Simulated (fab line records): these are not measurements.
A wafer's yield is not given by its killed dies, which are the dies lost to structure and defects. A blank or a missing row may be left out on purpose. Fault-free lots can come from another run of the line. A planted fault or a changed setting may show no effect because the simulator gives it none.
fab line records :: flow sfq_line
[record]
  lots = 15
  wafers = 45
  last_day = 86
route steps=325 shown M8@321
lots that met no fault: taken from a fault-free run of the same line
start_h: start of the lot's first displayed wafer, in hours after the record's first day :: wait_h: time in hours since the lot's previous step :: " identical to the entry in the row above :: L1.1+2: a row that stands for several wafers :: - no value present, or no start provided :: * or withheld: withheld :: < > ~ a bound
route shown NAME@n: names a module that has steps shown in the file, with the first one's number in the route :: usual: mean and standard deviation over wafers with no fault :: same: alike in all rows :: chamber/n: place in a boat :: sites: readings site by site :: _std_site: how widely they spread, as a standard deviation :: _edge_site: inner sites' mean taken away from outer sites' mean :: radius_mm: for every site, how far away it sits from the centre of the wafer :: mask NAME#n: copy n :: behind: the last tool/chamber to shape the wafer :: hold: what put the lot on hold/how long, in hours/how the hold closed :: device: the transistor (n, p or np) that didn't switch :: end of line: tests run on the same wafers once the route is complete :: step lacking rows: just its recipe :: killed: at the first sort, the dies lost to defects and structure; wafer yield is something else :: map: shows each die of a wafer: x if killed, . if not, _ if none is there
set.NAME: the setting that was run; set.NAME@STEP: the one run at that earlier step :: model.NAME: the simulator's own value behind a step, which no gauge read
steps of the route over a sample of lots; a table a step, a row a wafer
services: a tool's chamber out of use, with start hour (start_h, from the record's first day; less than 0 if before it), hours out, and reason
[[steps]]
[step SFQ_TRILAYER_M8_DEP_EVAP_196]
[recipe]
  material = Au
  angular_spread_deg = 1
  target_thk_nm = 180
  time_s = 900
  power_w = 2000
lot.wafer: L338.1+2+3
tool: pvd_sputter-01
chamber: -
start_h: 1931.50
wait_h: 0.1

lot.wafer: L339.1+2+6
tool: pvd_sputter-02
chamber: -
start_h: 1983.94
wait_h: 0.1

lot.wafer: L340.1+2+4
tool: pvd_sputter-01
chamber: -
start_h: 1995.16
wait_h: 0.1

lot.wafer: L341.3+4+5
tool: pvd_sputter-02
chamber: -
start_h: 2006.96
wait_h: 0.1

lot.wafer: L342.3+4+5
tool: pvd_sputter-01
chamber: -
start_h: 2012.96
wait_h: 0.1

lot.wafer: L343.1+4+6
tool: pvd_sputter-02
chamber: -
start_h: 2015.36
wait_h: 0.1

lot.wafer: L344.1+5+6
tool: pvd_sputter-01
chamber: -
start_h: 2018.96
wait_h: 0.1

lot.wafer: L345.2+3+5
tool: pvd_sputter-02
chamber: -
start_h: 2022.56
wait_h: 0.1

lot.wafer: L346.1+3+4
tool: pvd_sputter-01
chamber: -
start_h: 2024.96
wait_h: 0.1

lot.wafer: L349.2+3+5
tool: pvd_sputter-02
chamber: -
start_h: 2034.56
wait_h: 0.1

lot.wafer: L350.1+5+6
tool: pvd_sputter-01
chamber: -
start_h: 2035.76
wait_h: 0.1

lot.wafer: L351.3+4+6
tool: pvd_sputter-02
chamber: -
start_h: 2040.56
wait_h: 0.1

lot.wafer: L352.1+2+3
tool: pvd_sputter-01
chamber: -
start_h: 2042.96
wait_h: 0.1

lot.wafer: L354.1+3+6
tool: pvd_sputter-01
chamber: -
start_h: 2053.76
wait_h: 0.1

lot.wafer: L359.2+4+6
tool: pvd_sputter-02
chamber: -
start_h: 2069.36
wait_h: 0.1
[step SFQ_M8_RS_MEAS_949]
[recipe]
  thk_meas_gauge = four-point-probe
  reads = Au_of_TRILAYER_M8_DEP_EVAP_196+Pt_of_TRILAYER_M8_DEP_EVAP_198+Ti_of_TRILAYER_M8_DEP_EVAP_197
[usual]
  M8_AU_RS = 0.1536/0.0015
lot.wafer: L338.1
tool: film_metro-04
chamber: -
start_h: 1932.02
wait_h: 0.3
M8_AU_RS[ohm/sq]: 0.1519

lot.wafer: L338.2
tool: film_metro-04
chamber: -
start_h: 1932.02
wait_h: 0.3
M8_AU_RS[ohm/sq]: 0.1514

lot.wafer: L338.3
tool: film_metro-04
chamber: -
start_h: 1932.02
wait_h: 0.3
M8_AU_RS[ohm/sq]: 0.1537

lot.wafer: L339.1
tool: film_metro-02
chamber: -
start_h: 1984.49
wait_h: 0.3
M8_AU_RS[ohm/sq]: 0.1568

lot.wafer: L339.2
tool: film_metro-02
chamber: -
start_h: 1984.49
wait_h: 0.3
M8_AU_RS[ohm/sq]: 0.1556

lot.wafer: L339.6
tool: film_metro-02
chamber: -
start_h: 1984.49
wait_h: 0.3
M8_AU_RS[ohm/sq]: 0.1561

lot.wafer: L340.1
tool: film_metro-02
chamber: -
start_h: 1995.68
wait_h: 0.3
M8_AU_RS[ohm/sq]: 0.1566

lot.wafer: L340.2
tool: film_metro-02
chamber: -
start_h: 1995.68
wait_h: 0.3
M8_AU_RS[ohm/sq]: 0.1529

lot.wafer: L340.4
tool: film_metro-02
chamber: -
start_h: 1995.68
wait_h: 0.3
M8_AU_RS[ohm/sq]: 0.1547

lot.wafer: L341.3
tool: film_metro-02
chamber: -
start_h: 2007.52
wait_h: 0.3
M8_AU_RS[ohm/sq]: 0.1533

lot.wafer: L341.4
tool: film_metro-02
chamber: -
start_h: 2007.52
wait_h: 0.3
M8_AU_RS[ohm/sq]: 0.1530

lot.wafer: L341.5
tool: film_metro-02
chamber: -
start_h: 2007.52
wait_h: 0.3
M8_AU_RS[ohm/sq]: 0.1524

lot.wafer: L342.3
tool: film_metro-02
chamber: -
start_h: 2013.52
wait_h: 0.3
M8_AU_RS[ohm/sq]: 0.1541

lot.wafer: L342.4
tool: film_metro-02
chamber: -
start_h: 2013.52
wait_h: 0.3
M8_AU_RS[ohm/sq]: 0.1533

lot.wafer: L342.5
tool: film_metro-02
chamber: -
start_h: 2013.52
wait_h: 0.3
M8_AU_RS[ohm/sq]: 0.1530

lot.wafer: L343.1
tool: film_metro-02
chamber: -
start_h: 2015.88
wait_h: 0.3
M8_AU_RS[ohm/sq]: 0.1524

lot.wafer: L343.4
tool: film_metro-02
chamber: -
start_h: 2015.88
wait_h: 0.3
M8_AU_RS[ohm/sq]: 0.1522

lot.wafer: L343.6
tool: film_metro-02
chamber: -
start_h: 2015.88
wait_h: 0.3
M8_AU_RS[ohm/sq]: 0.1528

lot.wafer: L344.1
tool: film_metro-02
chamber: -
start_h: 2019.48
wait_h: 0.3
M8_AU_RS[ohm/sq]: 0.1561

lot.wafer: L344.5
tool: film_metro-02
chamber: -
start_h: 2019.48
wait_h: 0.3
M8_AU_RS[ohm/sq]: 0.1529

lot.wafer: L344.6
tool: film_metro-02
chamber: -
start_h: 2019.48
wait_h: 0.3
M8_AU_RS[ohm/sq]: 0.1568

lot.wafer: L345.2
tool: film_metro-03
chamber: -
start_h: 2023.10
wait_h: 0.3
M8_AU_RS[ohm/sq]: 0.1528

lot.wafer: L345.3
tool: film_metro-03
chamber: -
start_h: 2023.10
wait_h: 0.3
M8_AU_RS[ohm/sq]: 0.1518

lot.wafer: L345.5
tool: film_metro-03
chamber: -
start_h: 2023.10
wait_h: 0.3
M8_AU_RS[ohm/sq]: 0.1528

lot.wafer: L346.1
tool: film_metro-02
chamber: -
start_h: 2025.48
wait_h: 0.3
M8_AU_RS[ohm/sq]: 0.1533

lot.wafer: L346.3
tool: film_metro-02
chamber: -
start_h: 2025.48
wait_h: 0.3
M8_AU_RS[ohm/sq]: 0.1517

lot.wafer: L346.4
tool: film_metro-02
chamber: -
start_h: 2025.48
wait_h: 0.3
M8_AU_RS[ohm/sq]: 0.1556

lot.wafer: L349.2
tool: film_metro-04
chamber: -
start_h: 2035.10
wait_h: 0.3
M8_AU_RS[ohm/sq]: 0.1557

lot.wafer: L349.3
tool: film_metro-04
chamber: -
start_h: 2035.10
wait_h: 0.3
M8_AU_RS[ohm/sq]: 0.1557

lot.wafer: L349.5
tool: film_metro-04
chamber: -
start_h: 2035.10
wait_h: 0.3
M8_AU_RS[ohm/sq]: 0.1559

lot.wafer: L350.1
tool: film_metro-04
chamber: -
start_h: 2036.28
wait_h: 0.3
M8_AU_RS[ohm/sq]: 0.1515

lot.wafer: L350.5
tool: film_metro-04
chamber: -
start_h: 2036.28
wait_h: 0.3
M8_AU_RS[ohm/sq]: 0.1537

lot.wafer: L350.6
tool: film_metro-04
chamber: -
start_h: 2036.28
wait_h: 0.3
M8_AU_RS[ohm/sq]: 0.1316

lot.wafer: L351.3
tool: film_metro-04
chamber: -
start_h: 2041.12
wait_h: 0.3
M8_AU_RS[ohm/sq]: 0.1535

lot.wafer: L351.4
tool: film_metro-04
chamber: -
start_h: 2041.12
wait_h: 0.3
M8_AU_RS[ohm/sq]: 0.1535

lot.wafer: L351.6
tool: film_metro-04
chamber: -
start_h: 2041.12
wait_h: 0.3
M8_AU_RS[ohm/sq]: 0.1519

lot.wafer: L352.1
tool: film_metro-04
chamber: -
start_h: 2043.48
wait_h: 0.3
M8_AU_RS[ohm/sq]: 0.1532

lot.wafer: L352.2
tool: film_metro-04
chamber: -
start_h: 2043.48
wait_h: 0.3
M8_AU_RS[ohm/sq]: 0.1344

lot.wafer: L352.3
tool: film_metro-04
chamber: -
start_h: 2043.48
wait_h: 0.3
M8_AU_RS[ohm/sq]: 0.1534

lot.wafer: L354.1
tool: film_metro-04
chamber: -
start_h: 2054.28
wait_h: 0.3
M8_AU_RS[ohm/sq]: 0.1516

lot.wafer: L354.3
tool: film_metro-04
chamber: -
start_h: 2054.28
wait_h: 0.3
M8_AU_RS[ohm/sq]: 0.1525

lot.wafer: L354.6
tool: film_metro-04
chamber: -
start_h: 2054.28
wait_h: 0.3
M8_AU_RS[ohm/sq]: 0.1334

lot.wafer: L359.2
tool: film_metro-04
chamber: -
start_h: 2069.90
wait_h: 0.3
M8_AU_RS[ohm/sq]: 0.1531

lot.wafer: L359.4
tool: film_metro-04
chamber: -
start_h: 2069.90
wait_h: 0.3
M8_AU_RS[ohm/sq]: 0.1535

lot.wafer: L359.6
tool: film_metro-04
chamber: -
start_h: 2069.90
wait_h: 0.3
M8_AU_RS[ohm/sq]: 0.1551
[step SFQ_M8_THK_MEAS_950]
[recipe]
  thk_meas_gauge = xrf
  reads = Au_of_TRILAYER_M8_DEP_EVAP_196
[usual]
  M8_AU_THK = 180.0/2.6
lot.wafer: L338.1
tool: film_metro-04
chamber: -
start_h: 1932.14
wait_h: 0.1
M8_AU_THK[nm]: 184.0

lot.wafer: L338.2
tool: film_metro-04
chamber: -
start_h: 1932.14
wait_h: 0.1
M8_AU_THK[nm]: 185.3

lot.wafer: L338.3
tool: film_metro-04
chamber: -
start_h: 1932.14
wait_h: 0.1
M8_AU_THK[nm]: 182.1

lot.wafer: L339.1
tool: film_metro-02
chamber: -
start_h: 1984.61
wait_h: 0.1
M8_AU_THK[nm]: 176.6

lot.wafer: L339.2
tool: film_metro-02
chamber: -
start_h: 1984.61
wait_h: 0.1
M8_AU_THK[nm]: 177.3

lot.wafer: L339.6
tool: film_metro-02
chamber: -
start_h: 1984.61
wait_h: 0.1
M8_AU_THK[nm]: 176.9

lot.wafer: L340.1
tool: film_metro-02
chamber: -
start_h: 1995.80
wait_h: 0.1
M8_AU_THK[nm]: 176.3

lot.wafer: L340.2
tool: film_metro-02
chamber: -
start_h: 1995.80
wait_h: 0.1
M8_AU_THK[nm]: 180.4

lot.wafer: L340.4
tool: film_metro-02
chamber: -
start_h: 1995.80
wait_h: 0.1
M8_AU_THK[nm]: 178.8

lot.wafer: L341.3
tool: film_metro-02
chamber: -
start_h: 2007.62
wait_h: 0.1
M8_AU_THK[nm]: 180.0

lot.wafer: L341.4
tool: film_metro-02
chamber: -
start_h: 2007.62
wait_h: 0.1
M8_AU_THK[nm]: 180.2

lot.wafer: L341.5
tool: film_metro-02
chamber: -
start_h: 2007.62
wait_h: 0.1
M8_AU_THK[nm]: 180.3

lot.wafer: L342.3
tool: film_metro-02
chamber: -
start_h: 2013.62
wait_h: 0.1
M8_AU_THK[nm]: 178.7

lot.wafer: L342.4
tool: film_metro-02
chamber: -
start_h: 2013.62
wait_h: 0.1
M8_AU_THK[nm]: 180.2

lot.wafer: L342.5
tool: film_metro-02
chamber: -
start_h: 2013.62
wait_h: 0.1
M8_AU_THK[nm]: 180.1

lot.wafer: L343.1
tool: film_metro-02
chamber: -
start_h: 2016.00
wait_h: 0.1
M8_AU_THK[nm]: 179.6

lot.wafer: L343.4
tool: film_metro-02
chamber: -
start_h: 2016.00
wait_h: 0.1
M8_AU_THK[nm]: 180.2

lot.wafer: L343.6
tool: film_metro-02
chamber: -
start_h: 2016.00
wait_h: 0.1
M8_AU_THK[nm]: 180.0

lot.wafer: L344.1
tool: film_metro-02
chamber: -
start_h: 2019.60
wait_h: 0.1
M8_AU_THK[nm]: 175.0

lot.wafer: L344.5
tool: film_metro-02
chamber: -
start_h: 2019.60
wait_h: 0.1
M8_AU_THK[nm]: 179.1

lot.wafer: L344.6
tool: film_metro-02
chamber: -
start_h: 2019.60
wait_h: 0.1
M8_AU_THK[nm]: 174.5

lot.wafer: L345.2
tool: film_metro-03
chamber: -
start_h: 2023.21
wait_h: 0.1
M8_AU_THK[nm]: 178.6

lot.wafer: L345.3
tool: film_metro-03
chamber: -
start_h: 2023.21
wait_h: 0.1
M8_AU_THK[nm]: 179.1

lot.wafer: L345.5
tool: film_metro-03
chamber: -
start_h: 2023.21
wait_h: 0.1
M8_AU_THK[nm]: 178.4

lot.wafer: L346.1
tool: film_metro-02
chamber: -
start_h: 2025.60
wait_h: 0.1
M8_AU_THK[nm]: 178.9

lot.wafer: L346.3
tool: film_metro-02
chamber: -
start_h: 2025.60
wait_h: 0.1
M8_AU_THK[nm]: 180.6

lot.wafer: L346.4
tool: film_metro-02
chamber: -
start_h: 2025.60
wait_h: 0.1
M8_AU_THK[nm]: 176.3

lot.wafer: L349.2
tool: film_metro-04
chamber: -
start_h: 2035.21
wait_h: 0.1
M8_AU_THK[nm]: 179.2

lot.wafer: L349.3
tool: film_metro-04
chamber: -
start_h: 2035.21
wait_h: 0.1
M8_AU_THK[nm]: 178.9

lot.wafer: L349.5
tool: film_metro-04
chamber: -
start_h: 2035.21
wait_h: 0.1
M8_AU_THK[nm]: 179.6

lot.wafer: L350.1
tool: film_metro-04
chamber: -
start_h: 2036.40
wait_h: 0.1
M8_AU_THK[nm]: 184.0

lot.wafer: L350.5
tool: film_metro-04
chamber: -
start_h: 2036.40
wait_h: 0.1
M8_AU_THK[nm]: 181.4

lot.wafer: L350.6
tool: film_metro-04
chamber: -
start_h: 2036.40
wait_h: 0.1
M8_AU_THK[nm]: 212.9

lot.wafer: L351.3
tool: film_metro-04
chamber: -
start_h: 2041.22
wait_h: 0.1
M8_AU_THK[nm]: 181.9

lot.wafer: L351.4
tool: film_metro-04
chamber: -
start_h: 2041.22
wait_h: 0.1
M8_AU_THK[nm]: 182.5

lot.wafer: L351.6
tool: film_metro-04
chamber: -
start_h: 2041.22
wait_h: 0.1
M8_AU_THK[nm]: 183.2

lot.wafer: L352.1
tool: film_metro-04
chamber: -
start_h: 2043.60
wait_h: 0.1
M8_AU_THK[nm]: 183.3

lot.wafer: L352.2
tool: film_metro-04
chamber: -
start_h: 2043.60
wait_h: 0.1
M8_AU_THK[nm]: 206.7

lot.wafer: L352.3
tool: film_metro-04
chamber: -
start_h: 2043.60
wait_h: 0.1
M8_AU_THK[nm]: 181.6

lot.wafer: L354.1
tool: film_metro-04
chamber: -
start_h: 2054.40
wait_h: 0.1
M8_AU_THK[nm]: 184.6

lot.wafer: L354.3
tool: film_metro-04
chamber: -
start_h: 2054.40
wait_h: 0.1
M8_AU_THK[nm]: 183.1

lot.wafer: L354.6
tool: film_metro-04
chamber: -
start_h: 2054.40
wait_h: 0.1
M8_AU_THK[nm]: 209.2

lot.wafer: L359.2
tool: film_metro-04
chamber: -
start_h: 2070.01
wait_h: 0.1
M8_AU_THK[nm]: 182.4

lot.wafer: L359.4
tool: film_metro-04
chamber: -
start_h: 2070.01
wait_h: 0.1
M8_AU_THK[nm]: 182.1

lot.wafer: L359.6
tool: film_metro-04
chamber: -
start_h: 2070.01
wait_h: 0.1
M8_AU_THK[nm]: 179.3
[[services]]
tool: pvd_sputter-02
chamber: -
start_h: 1933.42
hours: 1.7
kind: repair

tool: pvd_sputter-01
chamber: -
start_h: 1993.88
hours: 0.8
kind: repair

tool: pvd_sputter-02
chamber: -
start_h: 2043.46
hours: 1.5
kind: repair
[[key]]
[first_sign]
  step = SFQ_M8_RS_MEAS_949
  reading = M8_AU_RS
  direction = down
  sigmas = 13
  usual = 0.1536
  struck = 0.1331
[effect]
  step = SFQ_M8_THK_MEAS_950
  reading = M8_AU_THK
  direction = up
  sigmas = 11
  usual = 180.0
  struck = 209.6
met_at SFQ_TRILAYER_M8_DEP_EVAP_196
struck_lots L350,L352,L354
struck_wafers L350.6,L352.2,L354.6
onset_between 2024.96 2035.76
[fault]
  kind = process_parameter_drift
  tool = pvd_sputter-01
  chamber = -
  onset_h = 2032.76
  steps = SFQ_TRILAYER_M8_DEP_EVAP_196
  channel = time_s
  offset = *
  shape = step
  end_h = 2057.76
  scope = struck_wafers_only
  acts_in = *
  stated = *
